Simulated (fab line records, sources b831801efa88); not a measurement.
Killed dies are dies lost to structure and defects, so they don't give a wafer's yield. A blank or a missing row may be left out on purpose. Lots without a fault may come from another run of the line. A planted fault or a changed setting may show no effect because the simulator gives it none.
Chamber matching | flow sky130 | SKY_VIA2_CMP_24 on cmp-01: 4 sister chambers
The step polishes, stops on SiO2, t overpolish 20 s, target thk 0 nm. 4 wafers are shown with their chamber, then 7 later ones without.

WAFERS WITH THEIR CHAMBER
wafer  | chamber | motor_current_A (A)
L816.5 | 2       | 12.7
L817.6 | 1       | 9.0
L822.3 | 0       | 10.8
L822.5 | 3       | 11.2

WAFERS WITHOUT THEIR CHAMBER
wafer  | motor_current_A (A)
L822.6 | 12.6
L824.1 | 9.5
L824.2 | 12.7
L824.4 | 11.0
L826.1 | 9.5
L826.3 | 13.6
L826.5 | 10.4

WHICH CHAMBER EACH WENT THROUGH
wafer  | from the rows above     | in truth
L822.6 | 2                       | 2
L824.1 | can't be placed: 1 or 0 | 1
L824.2 | 2                       | 2
L824.4 | can't be placed: 0 or 3 | 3
L826.1 | can't be placed: 1 or 0 | 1
L826.3 | 2                       | 2
L826.5 | can't be placed: 0 or 3 | 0
Placed correctly: 3 of 7. Can't be placed from these rows: 4 (the true chamber is among the candidates in 4). Placed wrongly: 0.
How it was worked out, from the rows above alone: a wafer's distance from a chamber is the root of the sum, over the readings, of the square of ((its reading less the chamber's mean) divided by the reading's scatter). The wafer belongs to the nearest chamber; if the next one is less than 2 further off, it can't be placed. A chamber's mean is the mean of its shown wafers. The scatter: with one shown wafer a chamber, the root of the mean of the squares of how far each hidden wafer lies from its nearest shown one.
